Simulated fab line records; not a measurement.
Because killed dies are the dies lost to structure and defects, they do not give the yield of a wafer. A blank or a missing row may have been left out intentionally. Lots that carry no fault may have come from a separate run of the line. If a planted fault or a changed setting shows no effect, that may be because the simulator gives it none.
What tool caused it? ; flow sky130 ; Sampling: 13 lots, 39 wafers, 5 of 708 route steps

WHAT THE GAUGES SHOWED, per wafer
SKY_VT_ADJUST_NCORE_CD_MEAS_07: target cd 380 nm.
lot;measured;on;cd_nm (nm)
L523;day 8 18:03;cd_sem-02;381.4 381.1 381.7
L524;day 9 00:00;cd_sem-01;378.3 377.1 379.4
L525;day 9 03:53;cd_sem-01;377.0 377.1 376.3
L527;day 9 15:32;cd_sem-02;381.2 382.5 379.3
L528;day 10 00:12;cd_sem-02;377.7 375.4 378.5
L529;day 10 10:50;cd_sem-01;382.0 382.0 382.7
L530;day 10 15:41;cd_sem-02;379.0 380.3 378.7
L531;day 10 19:38;cd_sem-01;381.9 382.5 380.9
L532;day 11 06:29;cd_sem-02;381.2 383.2 382.1
L533;day 11 16:01;cd_sem-01;384.3 383.7 382.8
L538;day 13 03:41;cd_sem-01;375.5 376.0 378.2
L545;day 15 03:11;cd_sem-01;371.6 370.3 372.3
L546;day 15 09:17;cd_sem-01;374.3 378.8 376.7

SKY_VT_ADJUST_NCORE_OVL_MEAS_08.
lot;measured;on;VT_ADJUST_NCORE_OVL (nm)
L523;day 8 18:10;overlay-02;-2.8 -2.7 -2.1
L524;day 9 00:07;overlay-01;-2.9 -2.7 -3.5
L525;day 9 04:00;overlay-02;0.8 -1.4 -1.0
L527;day 9 15:39;overlay-02;-4.0 -4.2 -1.6
L528;day 10 00:19;overlay-01;-2.9 -1.9 -4.0
L529;day 10 10:58;overlay-02;-2.2 -2.5 -2.2
L530;day 10 15:49;overlay-01;-3.0 -0.9 -1.7
L531;day 10 19:43;overlay-02;-1.9 -1.8 -3.3
L532;day 11 06:36;overlay-02;-2.6 -1.4 -2.2
L533;day 11 16:07;overlay-01;0.2 -1.7 -2.2
L538;day 13 03:46;overlay-02;-0.8 -1.3 -1.0
L545;day 15 03:19;overlay-02;-1.1 -2.0 -2.5
L546;day 15 09:24;overlay-01;-2.4 -1.4 -2.5

SKY_VT_ADJUST_NCORE_TW_MEAS_11.
lot;measured;on;VT_ADJUST_NCORE_TW
L523;day 8 18:28;film_metro-01;217.7 217.9 218.1
L524;day 9 00:25;film_metro-01;218.7 219.4 218.7
L525;day 9 04:17;film_metro-01;218.7 218.9 219.8
L527;day 9 15:56;film_metro-01;220.5 217.2 218.6
L528;day 10 00:37;film_metro-02;221.7 221.2 222.2
L529;day 10 11:23;film_metro-02;219.8 220.4 219.5
L530;day 10 16:05;film_metro-01;219.0 219.9 218.9
L531;day 10 20:01;film_metro-04;215.2 215.6 214.9
L532;day 11 06:53;film_metro-01;217.9 218.5 218.1
L533;day 11 16:24;film_metro-01;219.3 218.8 217.9
L538;day 13 04:04;film_metro-04;216.3 217.4 217.7
L545;day 15 03:35;film_metro-04;216.5 216.8 216.5
L546;day 15 09:41;film_metro-02;219.0 219.7 219.6

EACH LOT AND THE TOOL THAT RAN IT (in order: tool; ch and the chambers of the sampled wafers; start)
lot;SKY_VT_ADJUST_LVTN_STRIP_09;SKY_VT_ADJUST_NCORE_DEVELOP_06
L523;plasma_asher-01 ch 0,1, day 7 00:53;litho_track-01 ch 0, day 8 17:54
L524;plasma_asher-04 ch 1, day 7 06:53;litho_track-01 ch 0, day 8 23:51
L525;plasma_asher-01 ch 0,1, day 7 09:38;litho_track-04 ch 0, day 9 03:44
L527;plasma_asher-04 ch 0,1, day 7 21:08;litho_track-04 ch 0, day 9 15:23
L528;plasma_asher-02 ch 0,1, day 8 04:31;litho_track-01 ch 0, day 10 00:03
L529;plasma_asher-02 ch 0,1, day 8 14:31;litho_track-02 ch 0, day 10 10:41
L530;plasma_asher-02 ch 0,1, day 8 19:14;litho_track-02 ch 0, day 10 15:32
L531;plasma_asher-02 ch 0,1, day 8 22:32;litho_track-02 ch 0, day 10 19:29
L532;plasma_asher-02 ch 0,1, day 9 10:44;litho_track-04 ch 0, day 11 06:20
L533;plasma_asher-01 ch 0,1, day 9 18:16;litho_track-02 ch 0, day 11 15:52
L538;plasma_asher-01 ch 0,1, day 11 01:41;litho_track-02 ch 0, day 13 03:32
L545;plasma_asher-02 ch 0,1, day 12 21:50;litho_track-02 ch 0, day 15 03:02
L546;plasma_asher-01 ch 0,1, day 13 03:53;litho_track-04 ch 0, day 15 09:08
- SKY_VT_ADJUST_LVTN_STRIP_09: strips in O2/N2.
- SKY_VT_ADJUST_NCORE_DEVELOP_06: develop time 60 s.

WHAT THE TOOLS THEMSELVES READ (means of the sampled wafers that have a number; where no wafer has one, the mark that the record gives instead)
SKY_VT_ADJUST_LVTN_STRIP_09.
lot;tool;drypump_motor_current_A (A);oes_product_au (a.u.);strip_time_to_endpoint_s (s)
L523;plasma_asher-01;5.8;0.723;36.96
L524;plasma_asher-04;5.5;0.720;36.95
L525;plasma_asher-01;6.0;0.723;36.83
L527;plasma_asher-04;6.2;0.724;36.98
L528;plasma_asher-02;5.3;0.722;36.85
L529;plasma_asher-02;5.7;0.719;36.90
L530;plasma_asher-02;5.8;0.725;36.86
L531;plasma_asher-02;5.3;0.718;36.87
L532;plasma_asher-02;5.7;0.724;37.07
L533;plasma_asher-01;5.8;0.725;36.76
L538;plasma_asher-01;5.8;0.721;36.96
L545;plasma_asher-02;5.3;0.720;36.96
L546;plasma_asher-01;6.0;0.723;36.97

THE ANSWER, worked out from the rows above alone
Rule: what is usual is taken from the lots themselves. The widest of any qualifying gaps counts: lots, ordered by their means at a reading, are off when they make up no more than a third of the lots, leave a main group of 4 or more, and stand apart from it by 3 or more times the standard deviation of that group's means. The tables above print the reading to a certain number of digits; a main group whose means all agree to those digits is not used. A lot without any number at a reading at which 4 lots or more have one is off too. Any other lot the step has rows for is counted as sound. The gauges are gone through in route order, then the tools' own readings, and for those a lot's mean is taken as printed above. At the first step where some lot is off, the reading lying furthest off is the one used; lots without a number count as furthest.
No lot is off on any of the readings shown, so nothing can be concluded from this.

WHAT HAD BEEN PUT IN BY THE SIMULATOR
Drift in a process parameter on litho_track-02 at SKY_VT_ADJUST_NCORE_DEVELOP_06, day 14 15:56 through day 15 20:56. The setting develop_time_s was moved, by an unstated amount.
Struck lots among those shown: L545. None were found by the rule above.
